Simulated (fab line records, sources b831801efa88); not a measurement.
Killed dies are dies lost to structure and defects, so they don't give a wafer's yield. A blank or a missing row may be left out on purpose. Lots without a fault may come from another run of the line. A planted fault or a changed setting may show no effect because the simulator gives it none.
fab line records | flow sky130
record lots=5 wafers=15 last_day=48
route steps=708 shown VT_ADJUST_LVTN@104 VT_ADJUST_NCORE@119 VT_ADJUST_HVTR@131
lots that met no fault: from a run of the same line without faults
start_h: hours from the record's first day to the start of the lot's first wafer shown | wait_h: hours since the lot's step before | " the same as in the row above | L1.1+2: a row that stands for several wafers | - no value, or no start given | * or withheld: withheld | < > ~ a bound
route shown NAME@n: a module of which the file shows steps, and the number in the route of the first | usual: mean/standard deviation of fault-free wafers | same: alike in all rows | chamber/n: place in a boat | sites: the reading at each site | _std_site: their standard deviation | _edge_site: outer sites' mean less inner sites' | radius_mm: how far each site lies from the wafer's centre | mask NAME#n: copy n | behind: the tool/chamber that last shaped the wafer | hold: why the lot was held/for how many hours/how that ended | device: the transistor (n, p or np) that didn't switch | end of line: the same wafers' tests at the end of the route | a step without rows: its recipe alone | killed: dies lost to structure and defects at the first sort, not the wafer's yield | map: a wafer's dies, x killed, . not, _ none there
set.NAME: the setting as run; set.NAME@STEP: as run at that earlier step | model.NAME: the simulator's own value behind a step, which no gauge read
lots at some steps of the route; a table a step, a row a wafer
services: from which hour (start_h, from the record's first day; less than 0 if before it) a tool's chamber was out of use, for how many hours, and why
## steps
# step SKY_VT_ADJUST_LVTN_OVL_MEAS_07
# usual VT_ADJUST_LVTN_OVL=0.1/1.7
# columns lot.wafer tool chamber start_h wait_h VT_ADJUST_LVTN_OVL[nm]
L075.1 overlay-02 - 145.20 - 3.0
L075.2 " - " " 1.5
L075.4 " - " " 0.1
L076.3 overlay-01 - 160.49 - -1.6
L076.4 " - " " -0.1
L076.5 " - " " -1.4
L078.1 overlay-02 - 173.49 - 2.9
L078.2 " - " " -0.1
L078.5 " - " " 0.0
L085.1 overlay-01 - 216.09 - 0.3
L085.2 " - " " -0.6
L085.5 " - " " -1.0
L086.2 overlay-02 - 220.18 - 1.2
L086.3 " - " " -0.1
L086.5 " - " " 0.2
# step SKY_VT_ADJUST_LVTN_IMPLANT_08
# recipe species=B energy_kev=30 dose_cm2=1.57e+12 tilt_deg=withheld
# columns lot.wafer tool chamber start_h wait_h
L075.1+2+4 implanter-04 0 145.24 0.0
L076.3+4+5 implanter-02 0 160.56 0.1
L078.1+2+5 implanter-02 0 173.53 0.0
L085.1+2+5 implanter-04 0 216.13 0.0
L086.2+3+5 implanter-03 0 220.23 0.0
# step SKY_VT_ADJUST_LVTN_STRIP_09
# recipe chemistry=O2/N2 power_w=1400 pressure_mtorr=1500 platen_temp_c=withheld o2_flow_sccm=3000 n2_flow_sccm=300 overash_fraction=0.5
# usual drypump_motor_current_A=5.5/0.39 oes_product_au=0.722/0.0046 strip_time_to_endpoint_s=36.88/0.11
# same overash_fraction=0.5
# columns lot.wafer tool chamber start_h wait_h drypump_motor_current_A oes_product_au rf_hours_counter_h strip_time_to_endpoint_s
L075.1 plasma_asher-04 0 145.39 0.1 6.1 0.720 33 36.72
L075.2 " 1 " " 5.7 0.720 33 36.72
L075.4 " 1 " " 5.7 0.729 - 36.75
L076.3 plasma_asher-03 1 160.69 0.1 5.0 0.724 - 36.83
L076.4 " 0 " " 5.4 0.719 - 36.95
L076.5 " 1 " " 5.0 0.717 - 36.91
L078.1 plasma_asher-03 1 173.68 0.1 5.0 0.733 5 37.01
L078.2 " 0 " " 5.4 0.727 5 37.12
L078.5 " 0 " " 5.4 0.715 - 37.05
L085.1 plasma_asher-03 0 216.28 0.1 5.5 0.722 10 37.07
L085.2 " 1 " " 5.0 0.723 10 36.99
L085.5 " 0 " " 5.5 0.727 - 37.04
L086.2 plasma_asher-04 0 220.36 0.1 6.1 0.721 40 36.79
L086.3 " 1 " " 5.6 0.729 - 36.84
L086.5 " 1 " " 5.7 0.724 - 36.87
# step SKY_VT_ADJUST_LVTN_TW_MEAS_10
# usual VT_ADJUST_LVTN_TW=239.6/1.5
# columns lot.wafer tool chamber start_h wait_h VT_ADJUST_LVTN_TW
L075.1 film_metro-03 - 145.49 0.1 240.6
L075.2 " - " " 239.2
L075.4 " - " " 240.2
L076.3 film_metro-02 - 160.78 0.1 238.7
L076.4 " - " " 238.8
L076.5 " - " " 238.2
L078.1 film_metro-03 - 173.78 0.1 241.8
L078.2 " - " " 241.0
L078.5 " - " " 241.3
L085.1 film_metro-02 - 216.38 0.1 240.1
L085.2 " - " " 239.7
L085.5 " - " " 239.1
L086.2 film_metro-03 - 220.47 0.1 240.2
L086.3 " - " " 240.3
L086.5 " - " " 240.4
# step SKY_VT_ADJUST_LVTN_DEHYDRATE_11
# recipe temp_c=200 time_s=60
# usual exhaust_pa=44.9/0.8
# columns lot.wafer tool chamber start_h wait_h exhaust_pa
L075.1 litho_track-01 0 154.94 9.4 44.8
L075.2 " 0 " " 45.1
L075.4 " 0 " " 45.1
L076.3 litho_track-04 0 170.65 9.9 45.0
L076.4 " 0 " " 45.2
L076.5 " 0 " " 45.5
L078.1 litho_track-01 0 182.84 9.1 44.4
L078.2 " 0 " " 45.2
L078.5 " 0 " " 44.7
L085.1 litho_track-01 0 225.94 9.6 45.3
L085.2 " 0 " " 44.5
L085.5 " 0 " " 45.5
L086.2 litho_track-02 0 231.05 10.6 45.2
L086.3 " 0 " " 44.6
L086.5 " 0 " " 44.3
# step SKY_VT_ADJUST_LVTN_HMDS_12
# recipe prime_time_s=60 prime_temp_c=120
# usual exhaust_pa=45.0/0.86
# columns lot.wafer tool chamber start_h wait_h exhaust_pa
L075.1 litho_track-01 0 155.09 0.1 44.9
L075.2 " 0 " " 44.7
L075.4 " 0 " " 44.2
L076.3 litho_track-04 0 170.80 0.1 45.2
L076.4 " 0 " " 44.6
L076.5 " 0 " " 45.6
L078.1 litho_track-01 0 182.99 0.1 46.6
L078.2 " 0 " " 46.4
L078.5 " 0 " " 46.5
L085.1 litho_track-01 0 226.09 0.1 44.7
L085.2 " 0 " " 45.9
L085.5 " 0 " " 45.6
L086.2 litho_track-02 0 231.20 0.1 44.7
L086.3 " 0 " " 44.7
L086.5 " 0 " " 44.0
# step SKY_VT_ADJUST_LVTN_COAT_13
# recipe resist=NOVOLAK spin_rpm=3000 resist_thk_nm=1140
# usual exhaust_pa=45.1/0.91
# columns lot.wafer tool chamber start_h wait_h exhaust_pa
L075.1 litho_track-01 0 155.24 0.1 44.5
L075.2 " 0 " " 44.3
L075.4 " 0 " " 44.8
L076.3 litho_track-04 0 170.95 0.1 46.3
L076.4 " 0 " " 44.6
L076.5 " 0 " " 45.4
L078.1 litho_track-01 0 183.14 0.1 42.9
L078.2 " 0 " " 44.7
L078.5 " 0 " " 44.4
L085.1 litho_track-01 0 226.24 0.1 44.1
L085.2 " 0 " " 45.2
L085.5 " 0 " " 44.7
L086.2 litho_track-02 0 231.35 0.1 45.5
L086.3 " 0 " " 45.4
L086.5 " 0 " " 45.2
# step SKY_VT_ADJUST_LVTN_SOFTBAKE_14
# recipe temp_c=90 time_s=60 resist=NOVOLAK
# usual exhaust_pa=45.1/0.95
# columns lot.wafer tool chamber start_h wait_h exhaust_pa
L075.1 litho_track-01 0 155.39 0.1 45.4
L075.2 " 0 " " 45.6
L075.4 " 0 " " 45.2
L076.3 litho_track-04 0 171.10 0.1 45.4
L076.4 " 0 " " 44.6
L076.5 " 0 " " 44.9
L078.1 litho_track-01 0 183.29 0.1 44.4
L078.2 " 0 " " 45.6
L078.5 " 0 " " 44.4
L085.1 litho_track-01 0 226.39 0.1 44.8
L085.2 " 0 " " 44.2
L085.5 " 0 " " 45.1
L086.2 litho_track-02 0 231.50 0.1 44.4
L086.3 " 0 " " 44.9
L086.5 " 0 " " 44.5
# step SKY_VT_ADJUST_LVTN_EXPOSE_15
# recipe mask_id=HVN_STD_DERIVED na=0.6 source_shape=conventional sigma_outer=0.6 polarization=unpolarized target_cd_nm=600 dose_mj=163
# same sigma_outer=0.6
# columns lot.wafer tool chamber start_h wait_h mask
L075.1+2+4 iline_stepper-02 0 - - HVN_STD_DERIVED#0
L076.3+4+5 iline_stepper-02 0 - - HVN_STD_DERIVED#0
L078.1+2+5 iline_stepper-02 0 - - HVN_STD_DERIVED#0
L085.1+2+5 iline_stepper-02 0 - - HVN_STD_DERIVED#0
L086.2+3+5 iline_stepper-02 0 - - HVN_STD_DERIVED#0
# step SKY_VT_ADJUST_LVTN_PEB_16
# recipe temp_c=withheld time_s=* resist=NOVOLAK
# usual exhaust_pa=45.1/0.88
# columns lot.wafer tool chamber start_h wait_h exhaust_pa
L075.1 litho_track-01 0 - - 44.1
L075.2 " 0 " " 44.1
L075.4 " 0 " " 45.0
L076.3 litho_track-02 0 - - 44.2
L076.4 " 0 " " 45.0
L076.5 " 0 " " 44.5
L078.1 litho_track-02 0 - - 46.6
L078.2 " 0 " " 45.7
L078.5 " 0 " " 45.8
L085.1 litho_track-02 0 - - 45.1
L085.2 " 0 " " 44.4
L085.5 " 0 " " 44.5
L086.2 litho_track-01 0 - - 45.6
L086.3 " 0 " " 45.3
L086.5 " 0 " " 45.6
# step SKY_VT_ADJUST_LVTN_DEVELOP_17
# recipe resist=NOVOLAK developer=TMAH develop_time_s=60 dev_temp_c=23
# usual exhaust_pa=45.0/1.1
# columns lot.wafer tool chamber start_h wait_h exhaust_pa
L075.1 litho_track-01 0 164.74 0.1 45.5
L075.2 " 0 " " 46.4
L075.4 " 0 " " 46.2
L076.3 litho_track-02 0 180.97 0.1 44.1
L076.4 " 0 " " 45.2
L076.5 " 0 " " 43.7
L078.1 litho_track-02 0 194.77 0.1 46.7
L078.2 " 0 " " 46.6
L078.5 " 0 " " 46.8
L085.1 litho_track-02 0 236.92 0.1 45.2
L085.2 " 0 " " 44.0
L085.5 " 0 " " 45.1
L086.2 litho_track-01 0 243.22 0.1 44.4
L086.3 " 0 " " 44.6
L086.5 " 0 " " 45.4
# step SKY_VT_ADJUST_LVTN_OVL_MEAS_18
# usual VT_ADJUST_LVTN_01_OVL=-0.4/1.5
# columns lot.wafer tool chamber start_h wait_h VT_ADJUST_LVTN_01_OVL[nm]
L075.1 overlay-02 - 164.89 0.1 1.2
L075.2 " - " " -0.3
L075.4 " - " " -0.5
L076.3 overlay-01 - 181.08 0.1 0.0
L076.4 " - " " -0.1
L076.5 " - " " -0.5
L078.1 overlay-01 - 194.92 0.1 -2.6
L078.2 " - " " -0.5
L078.5 " - " " -1.2
L085.1 overlay-01 - 237.07 0.1 -1.3
L085.2 " - " " -1.0
L085.5 " - " " 0.2
L086.2 overlay-02 - 243.35 0.1 -0.1
L086.3 " - " " 0.9
L086.5 " - " " -0.1
# step SKY_VT_ADJUST_LVTN_IMPLANT_19
# recipe species=B energy_kev=30 dose_cm2=6.5e+11 tilt_deg=withheld
# columns lot.wafer tool chamber start_h wait_h
L075.1+2+4 implanter-03 0 164.93 0.0
L076.3+4+5 implanter-02 0 181.16 0.1
L078.1+2+5 implanter-04 0 194.96 0.0
L085.1+2+5 implanter-02 0 237.11 0.0
L086.2+3+5 implanter-02 0 243.40 0.0
# step SKY_VT_ADJUST_LVTN_STRIP_20
# recipe chemistry=O2/N2 power_w=1400 pressure_mtorr=1500 platen_temp_c=withheld o2_flow_sccm=3000 n2_flow_sccm=300 overash_fraction=0.5
# usual drypump_motor_current_A=5.4/0.36 oes_product_au=0.716/0.0044 strip_time_to_endpoint_s=14.17/0.03
# same overash_fraction=0.5
# columns lot.wafer tool chamber start_h wait_h drypump_motor_current_A oes_product_au rf_hours_counter_h strip_time_to_endpoint_s
L075.1 plasma_asher-03 1 165.08 0.1 4.9 0.717 5 14.13
L075.2 " 0 " " 5.4 0.720 5 14.10
L075.4 " 1 " " 4.9 0.714 - 14.13
L076.3 plasma_asher-03 0 181.29 0.1 5.4 0.719 - 14.13
L076.4 " 1 " " 4.9 0.723 - 14.16
L076.5 " 0 " " 5.4 0.714 - 14.15
L078.1 plasma_asher-04 0 195.11 0.1 6.1 0.720 37 14.12
L078.2 " 1 " " 5.7 0.716 37 14.09
L078.5 " 0 " " 6.1 0.710 - 14.12
L085.1 plasma_asher-03 1 237.26 0.1 4.9 0.715 12 14.20
L085.2 " 0 " " 5.4 0.715 12 14.18
L085.5 " 0 " " 5.4 0.723 - 14.20
L086.2 plasma_asher-01 1 243.53 0.1 5.6 0.715 55 14.16
L086.3 " 1 " " 5.6 0.726 - 14.19
L086.5 " 0 " " 5.2 0.717 - 14.16
# step SKY_VT_ADJUST_LVTN_TW_MEAS_21
# usual VT_ADJUST_LVTN_2_TW=186.2/1.4
# columns lot.wafer tool chamber start_h wait_h VT_ADJUST_LVTN_2_TW
L075.1 film_metro-01 - 165.18 0.1 185.9
L075.2 " - " " 185.8
L075.4 " - " " 186.0
L076.3 film_metro-01 - 181.38 0.1 185.0
L076.4 " - " " 183.6
L076.5 " - " " 184.6
L078.1 film_metro-03 - 195.21 0.1 188.6
L078.2 " - " " 188.3
L078.5 " - " " 187.3
L085.1 film_metro-02 - 237.36 0.1 186.2
L085.2 " - " " 186.3
L085.5 " - " " 184.4
L086.2 film_metro-02 - 243.64 0.1 185.6
L086.3 " - " " 185.5
L086.5 " - " " 185.6
# step SKY_VT_ADJUST_NCORE_DEHYDRATE_00
# recipe temp_c=200 time_s=60
# usual exhaust_pa=44.9/0.97
# columns lot.wafer tool chamber start_h wait_h exhaust_pa
L075.1 litho_track-01 0 175.39 10.2 44.7
L075.2 " 0 " " 45.8
L075.4 " 0 " " 44.8
L076.3 litho_track-02 0 191.67 10.3 46.7
L076.4 " 0 " " 46.1
L076.5 " 0 " " 46.1
L078.1 litho_track-03 0 204.59 9.4 45.6
L078.2 " 0 " " 45.2
L078.5 " 0 " " 45.1
L085.1 litho_track-02 0 248.07 10.7 46.5
L085.2 " 0 " " 45.4
L085.5 " 0 " " 45.6
L086.2 litho_track-03 0 254.37 10.7 45.0
L086.3 " 0 " " 45.0
L086.5 " 0 " " 44.8
# step SKY_VT_ADJUST_NCORE_HMDS_01
# recipe prime_time_s=60 prime_temp_c=120
# usual exhaust_pa=44.9/0.8
# columns lot.wafer tool chamber start_h wait_h exhaust_pa
L075.1 litho_track-01 0 175.54 0.1 45.4
L075.2 " 0 " " 44.8
L075.4 " 0 " " 46.0
L076.3 litho_track-02 0 191.82 0.1 45.1
L076.4 " 0 " " 44.8
L076.5 " 0 " " 45.3
L078.1 litho_track-03 0 204.74 0.1 45.2
L078.2 " 0 " " 44.7
L078.5 " 0 " " 46.1
L085.1 litho_track-02 0 248.22 0.1 43.2
L085.2 " 0 " " 44.3
L085.5 " 0 " " 43.9
L086.2 litho_track-03 0 254.52 0.1 45.2
L086.3 " 0 " " 45.1
L086.5 " 0 " " 45.9
# step SKY_VT_ADJUST_NCORE_COAT_02
# recipe resist=NOVOLAK spin_rpm=3000 resist_thk_nm=1140
# usual exhaust_pa=44.9/0.77
# columns lot.wafer tool chamber start_h wait_h exhaust_pa
L075.1 litho_track-01 0 175.69 0.1 44.6
L075.2 " 0 " " 45.1
L075.4 " 0 " " 45.4
L076.3 litho_track-02 0 191.97 0.1 44.6
L076.4 " 0 " " 45.3
L076.5 " 0 " " 44.3
L078.1 litho_track-03 0 204.89 0.1 45.1
L078.2 " 0 " " 45.8
L078.5 " 0 " " 45.1
L085.1 litho_track-02 0 248.37 0.1 46.7
L085.2 " 0 " " 45.0
L085.5 " 0 " " 44.8
L086.2 litho_track-03 0 254.67 0.1 46.0
L086.3 " 0 " " 45.6
L086.5 " 0 " " 45.4
# step SKY_VT_ADJUST_NCORE_SOFTBAKE_03
# recipe temp_c=90 time_s=60 resist=NOVOLAK
# usual exhaust_pa=45.0/0.77
# columns lot.wafer tool chamber start_h wait_h exhaust_pa
L075.1 litho_track-01 0 175.84 0.1 44.8
L075.2 " 0 " " 44.6
L075.4 " 0 " " 45.7
L076.3 litho_track-02 0 192.12 0.1 44.6
L076.4 " 0 " " 44.4
L076.5 " 0 " " 44.9
L078.1 litho_track-03 0 205.04 0.1 45.6
L078.2 " 0 " " 45.6
L078.5 " 0 " " 44.6
L085.1 litho_track-02 0 248.52 0.1 45.5
L085.2 " 0 " " 45.3
L085.5 " 0 " " 44.3
L086.2 litho_track-03 0 254.82 0.1 44.6
L086.3 " 0 " " 45.5
L086.5 " 0 " " 46.4
# step SKY_VT_ADJUST_NCORE_EXPOSE_04
# recipe mask_id=LVTN_COMPLEMENT_THIN na=0.6 source_shape=conventional sigma_outer=0.6 polarization=unpolarized target_cd_nm=380 dose_mj=139
# same sigma_outer=0.6
# columns lot.wafer tool chamber start_h wait_h mask
L075.1+2+4 iline_stepper-02 0 - - LVTN_COMPLEMENT_THIN#0
L076.3+4+5 iline_stepper-02 0 - - LVTN_COMPLEMENT_THIN#0
L078.1+2+5 iline_stepper-02 0 - - LVTN_COMPLEMENT_THIN#0
L085.1+2+5 iline_stepper-02 0 - - LVTN_COMPLEMENT_THIN#0
L086.2+3+5 iline_stepper-02 0 - - LVTN_COMPLEMENT_THIN#0
# step SKY_VT_ADJUST_NCORE_PEB_05
# recipe temp_c=withheld time_s=* resist=NOVOLAK
# usual exhaust_pa=45.0/0.83
# columns lot.wafer tool chamber start_h wait_h exhaust_pa
L075.1 litho_track-02 0 - - 44.6
L075.2 " 0 " " 45.3
L075.4 " 0 " " 44.3
L076.3 litho_track-02 0 - - 46.1
L076.4 " 0 " " 46.0
L076.5 " 0 " " 46.9
L078.1 litho_track-01 0 - - 43.9
L078.2 " 0 " " 45.3
L078.5 " 0 " " 44.5
L085.1 litho_track-02 0 - - 45.5
L085.2 " 0 " " 45.3
L085.5 " 0 " " 45.7
L086.2 litho_track-01 0 - - 45.0
L086.3 " 0 " " 45.9
L086.5 " 0 " " 44.8
# step SKY_VT_ADJUST_NCORE_DEVELOP_06
# recipe resist=NOVOLAK developer=TMAH develop_time_s=60 dev_temp_c=23
# usual exhaust_pa=44.9/0.91
# columns lot.wafer tool chamber start_h wait_h exhaust_pa
L075.1 litho_track-02 0 186.22 0.1 46.5
L075.2 " 0 " " 44.0
L075.4 " 0 " " 45.3
L076.3 litho_track-02 0 202.87 0.1 44.8
L076.4 " 0 " " 43.9
L076.5 " 0 " " 44.6
L078.1 litho_track-01 0 215.59 0.1 44.5
L078.2 " 0 " " 45.7
L078.5 " 0 " " 45.3
L085.1 litho_track-02 0 260.22 0.1 45.7
L085.2 " 0 " " 45.5
L085.5 " 0 " " 46.3
L086.2 litho_track-01 0 267.17 0.1 44.9
L086.3 " 0 " " 44.4
L086.5 " 0 " " 46.7
# step SKY_VT_ADJUST_NCORE_CD_MEAS_07
# recipe target_cd_nm=380
# usual cd_nm=379.7/2.2
# columns lot.wafer tool chamber start_h wait_h cd_nm
L075.1 cd_sem-02 - 186.37 0.1 380.0
L075.2 " - " " 379.6
L075.4 " - " " 379.8
L076.3 cd_sem-02 - 203.01 0.1 379.8
L076.4 " - " " 381.3
L076.5 " - " " 378.5
L078.1 cd_sem-01 - 215.74 0.1 379.7
L078.2 " - " " 379.4
L078.5 " - " " 381.9
L085.1 cd_sem-02 - 260.37 0.1 378.9
L085.2 " - " " 382.2
L085.5 " - " " 381.1
L086.2 cd_sem-02 - 267.31 0.1 382.4
L086.3 " - " " 383.5
L086.5 " - " " 385.3
# step SKY_VT_ADJUST_NCORE_OVL_MEAS_08
# usual VT_ADJUST_NCORE_OVL=0.2/1.6
# columns lot.wafer tool chamber start_h wait_h VT_ADJUST_NCORE_OVL[nm]
L075.1 overlay-01 - 186.49 0.1 -0.3
L075.2 " - " " 0.1
L075.4 " - " " 1.8
L076.3 overlay-01 - 203.10 0.1 -0.9
L076.4 " - " " -4.1
L076.5 " - " " -2.9
L078.1 overlay-02 - 215.86 0.1 0.1
L078.2 " - " " 1.5
L078.5 " - " " 0.3
L085.1 overlay-01 - 260.49 0.1 -1.4
L085.2 " - " " -2.0
L085.5 " - " " -1.2
L086.2 overlay-01 - 267.42 0.1 1.3
L086.3 " - " " 0.3
L086.5 " - " " -0.4
# step SKY_VT_ADJUST_NCORE_IMPLANT_09
# recipe species=B energy_kev=10 dose_cm2=2.4e+12 tilt_deg=withheld
# columns lot.wafer tool chamber start_h wait_h
L075.1+2+4 implanter-01 0 186.93 0.4
L076.3+4+5 implanter-03 0 203.18 0.1
L078.1+2+5 implanter-03 0 215.90 0.0
L085.1+2+5 implanter-02 0 260.53 0.0
L086.2+3+5 implanter-01 0 267.47 0.0
# step SKY_VT_ADJUST_NCORE_STRIP_10
# recipe chemistry=O2/N2 power_w=1400 pressure_mtorr=1500 platen_temp_c=withheld o2_flow_sccm=3000 n2_flow_sccm=300 overash_fraction=0.5
# usual drypump_motor_current_A=5.5/0.33 oes_product_au=0.716/0.0045 strip_time_to_endpoint_s=14.16/0.038
# same overash_fraction=0.5
# columns lot.wafer tool chamber start_h wait_h drypump_motor_current_A oes_product_au rf_hours_counter_h strip_time_to_endpoint_s
L075.1 plasma_asher-04 0 187.08 0.1 6.2 0.717 37 14.13
L075.2 " 1 " " 5.7 0.725 37 14.10
L075.4 " 1 " " 5.7 0.723 - 14.04
L076.3 plasma_asher-01 0 203.31 0.1 5.1 0.720 - 14.21
L076.4 " 1 " " 5.6 0.720 - 14.22
L076.5 " 0 " " 5.1 0.722 - 14.19
L078.1 plasma_asher-02 1 216.05 0.1 5.1 0.714 53 14.18
L078.2 " 0 " " 5.6 0.713 53 14.12
L078.5 " 1 " " 5.1 0.720 - 14.16
L085.1 plasma_asher-02 0 260.68 0.1 5.6 0.719 57 14.22
L085.2 " 1 " " 5.1 0.709 57 14.18
L085.5 " 1 " " 5.2 0.718 - 14.20
L086.2 plasma_asher-01 1 267.60 0.1 5.5 0.712 57 14.10
L086.3 " 1 " " 5.6 0.727 - 14.14
L086.5 " 0 " " 5.1 0.714 - 14.14
# step SKY_VT_ADJUST_NCORE_TW_MEAS_11
# usual VT_ADJUST_NCORE_TW=217.0/2.2
# columns lot.wafer tool chamber start_h wait_h VT_ADJUST_NCORE_TW
L075.1 film_metro-01 - 187.18 0.1 215.5
L075.2 " - " " 215.7
L075.4 " - " " 214.6
L076.3 film_metro-02 - 203.40 0.1 217.1
L076.4 " - " " 218.4
L076.5 " - " " 216.2
L078.1 film_metro-01 - 216.15 0.1 213.7
L078.2 " - " " 214.7
L078.5 " - " " 213.9
L085.1 film_metro-04 - 260.78 0.1 218.8
L085.2 " - " " 219.7
L085.5 " - " " 219.5
L086.2 film_metro-01 - 267.71 0.1 214.9
L086.3 " - " " 215.3
L086.5 " - " " 216.3
# step SKY_VT_ADJUST_HVTR_DEHYDRATE_00
# recipe temp_c=200 time_s=60
# usual exhaust_pa=45.2/1
# columns lot.wafer tool chamber start_h wait_h exhaust_pa
L075.1 litho_track-04 0 197.95 10.8 45.7
L075.2 " 0 " " 45.8
L075.4 " 0 " " 44.9
L076.3 litho_track-03 0 212.49 9.1 45.7
L076.4 " 0 " " 47.2
L076.5 " 0 " " 45.9
L078.1 litho_track-03 0 226.09 9.9 43.2
L078.2 " 0 " " 45.1
L078.5 " 0 " " 44.1
L085.1 litho_track-04 0 272.60 11.8 45.0
L085.2 " 0 " " 44.8
L085.5 " 0 " " 45.5
L086.2 litho_track-03 0 278.66 10.9 46.0
L086.3 " 0 " " 44.5
L086.5 " 0 " " 45.2
# step SKY_VT_ADJUST_HVTR_HMDS_01
# recipe prime_time_s=60 prime_temp_c=120
# usual exhaust_pa=44.9/0.89
# columns lot.wafer tool chamber start_h wait_h exhaust_pa
L075.1 litho_track-04 0 198.10 0.1 44.7
L075.2 " 0 " " 43.7
L075.4 " 0 " " 45.2
L076.3 litho_track-03 0 212.64 0.1 44.9
L076.4 " 0 " " 45.2
L076.5 " 0 " " 45.3
L078.1 litho_track-03 0 226.24 0.1 45.1
L078.2 " 0 " " 44.9
L078.5 " 0 " " 45.7
L085.1 litho_track-04 0 272.75 0.1 45.2
L085.2 " 0 " " 45.7
L085.5 " 0 " " 44.7
L086.2 litho_track-03 0 278.81 0.1 44.8
L086.3 " 0 " " 44.4
L086.5 " 0 " " 44.8
# step SKY_VT_ADJUST_HVTR_COAT_02
# recipe resist=NOVOLAK spin_rpm=3000 resist_thk_nm=1140
# usual exhaust_pa=45.2/0.95
# columns lot.wafer tool chamber start_h wait_h exhaust_pa
L075.1 litho_track-04 0 198.25 0.1 44.5
L075.2 " 0 " " 44.1
L075.4 " 0 " " 45.5
L076.3 litho_track-03 0 212.79 0.1 46.1
L076.4 " 0 " " 45.0
L076.5 " 0 " " 44.6
L078.1 litho_track-03 0 226.39 0.1 45.1
L078.2 " 0 " " 45.7
L078.5 " 0 " " 46.5
L085.1 litho_track-04 0 272.90 0.1 44.0
L085.2 " 0 " " 45.9
L085.5 " 0 " " 46.0
L086.2 litho_track-03 0 278.96 0.1 45.8
L086.3 " 0 " " 46.4
L086.5 " 0 " " 45.6
# step SKY_VT_ADJUST_HVTR_SOFTBAKE_03
# recipe temp_c=90 time_s=60 resist=NOVOLAK
# usual exhaust_pa=45.2/0.93
# columns lot.wafer tool chamber start_h wait_h exhaust_pa
L075.1 litho_track-04 0 198.40 0.1 45.2
L075.2 " 0 " " 46.4
L075.4 " 0 " " 45.4
L076.3 litho_track-03 0 212.94 0.1 45.7
L076.4 " 0 " " 45.1
L076.5 " 0 " " 45.2
L078.1 litho_track-03 0 226.54 0.1 43.6
L078.2 " 0 " " 44.0
L078.5 " 0 " " 44.2
L085.1 litho_track-04 0 273.05 0.1 44.9
L085.2 " 0 " " 45.5
L085.5 " 0 " " 44.3
L086.2 litho_track-03 0 279.11 0.1 44.2
L086.3 " 0 " " 44.1
L086.5 " 0 " " 45.5
# step SKY_VT_ADJUST_HVTR_EXPOSE_04
# recipe mask_id=HVTRM target_cd_nm=380 na=0.6 source_shape=conventional sigma_outer=0.6 dose_mj=150
# same sigma_outer=0.6
# columns lot.wafer tool chamber start_h wait_h mask
L075.1+2+4 iline_stepper-01 0 - - HVTRM#0
L076.3+4+5 iline_stepper-01 0 - - HVTRM#0
L078.1+2+5 iline_stepper-01 0 - - HVTRM#0
L085.1+2+5 iline_stepper-02 0 - - HVTRM#0
L086.2+3+5 iline_stepper-01 0 - - HVTRM#0
# step SKY_VT_ADJUST_HVTR_PEB_05
# recipe temp_c=withheld time_s=* resist=NOVOLAK
# usual exhaust_pa=45.0/0.95
# columns lot.wafer tool chamber start_h wait_h exhaust_pa
L075.1 litho_track-03 0 - - 45.3
L075.2 " 0 " " 43.9
L075.4 " 0 " " 44.4
L076.3 litho_track-03 0 - - 45.2
L076.4 " 0 " " 44.3
L076.5 " 0 " " 45.3
L078.1 litho_track-02 0 - - 44.7
L078.2 " 0 " " 44.2
L078.5 " 0 " " 45.4
L085.1 litho_track-04 0 - - 44.9
L085.2 " 0 " " 45.4
L085.5 " 0 " " 45.4
L086.2 litho_track-02 0 - - 46.3
L086.3 " 0 " " 45.2
L086.5 " 0 " " 46.0
# step SKY_VT_ADJUST_HVTR_DEVELOP_06
# recipe develop_time_s=60 dev_temp_c=23
# usual exhaust_pa=45.2/0.95
# columns lot.wafer tool chamber start_h wait_h exhaust_pa
L075.1 litho_track-03 0 208.84 0.1 45.6
L075.2 " 0 " " 46.3
L075.4 " 0 " " 46.2
L076.3 litho_track-03 0 223.94 0.1 44.8
L076.4 " 0 " " 44.6
L076.5 " 0 " " 45.2
L078.1 litho_track-02 0 237.22 0.1 46.8
L078.2 " 0 " " 45.2
L078.5 " 0 " " 45.1
L085.1 litho_track-04 0 284.15 0.1 44.8
L085.2 " 0 " " 45.1
L085.5 " 0 " " 43.1
L086.2 litho_track-02 0 292.05 0.1 44.6
L086.3 " 0 " " 45.0
L086.5 " 0 " " 44.7
# step SKY_VT_ADJUST_HVTR_CD_MEAS_07
# recipe target_cd_nm=380
# usual cd_nm=380.5/2.5
# columns lot.wafer tool chamber start_h wait_h cd_nm
L075.1 cd_sem-02 - 208.99 0.1 383.9
L075.2 " - " " 383.6
L075.4 " - " " 384.4
L076.3 cd_sem-02 - 224.08 0.1 381.6
L076.4 " - " " 380.8
L076.5 " - " " 382.7
L078.1 cd_sem-01 - 237.37 0.1 384.9
L078.2 " - " " 383.7
L078.5 " - " " 381.2
L085.1 cd_sem-02 - 284.30 0.1 379.9
L085.2 " - " " 378.6
L085.5 " - " " 377.3
L086.2 cd_sem-01 - 292.19 0.1 381.8
L086.3 " - " " 381.8
L086.5 " - " " 382.8
# step SKY_VT_ADJUST_HVTR_OVL_MEAS_08
# usual VT_ADJUST_HVTR_OVL=0.0/1.5
# columns lot.wafer tool chamber start_h wait_h VT_ADJUST_HVTR_OVL[nm]
L075.1 overlay-01 - 209.11 0.1 -2.3
L075.2 " - " " -2.4
L075.4 " - " " -2.1
L076.3 overlay-02 - 224.17 0.1 1.6
L076.4 " - " " 1.7
L076.5 " - " " 1.4
L078.1 overlay-02 - 237.49 0.1 0.2
L078.2 " - " " 0.6
L078.5 " - " " 0.1
L085.1 overlay-02 - 284.42 0.1 0.1
L085.2 " - " " 1.6
L085.5 " - " " 1.9
L086.2 overlay-01 - 292.30 0.1 -0.2
L086.3 " - " " 0.6
L086.5 " - " " 1.4
# step SKY_VT_ADJUST_HVTR_IMPLANT_09
# recipe species=B energy_kev=10 dose_cm2=2.1e+12 tilt_deg=withheld
# columns lot.wafer tool chamber start_h wait_h
L075.1+2+4 implanter-04 0 209.15 0.0
L076.3+4+5 implanter-04 0 224.25 0.1
L078.1+2+5 implanter-01 0 237.53 0.0
L085.1+2+5 implanter-04 0 284.45 0.0
L086.2+3+5 implanter-04 0 292.35 0.0
## services
# columns tool chamber start_h hours kind
iline_stepper-01 0 132.81 - calibration
implanter-01 - 133.19 4.2 pm
implanter-03 - 139.09 3.8 repair
implanter-03 - 182.30 5.0 repair
implanter-03 - 190.45 2.6 repair
plasma_asher-04 - 223.91 1.5 repair
iline_stepper-01 - 244.63 1.7 pm
implanter-04 - 246.13 1.7 repair
plasma_asher-01 - 249.75 5.9 repair
implanter-04 - 252.74 2.0 repair
implanter-03 - 279.67 8.0 pm
plasma_asher-03 - 285.26 2.8 pm
implanter-01 - 285.98 1.8 repair
iline_stepper-02 0 287.91 - calibration
implanter-02 - 290.90 5.0 pm
## key
fault none
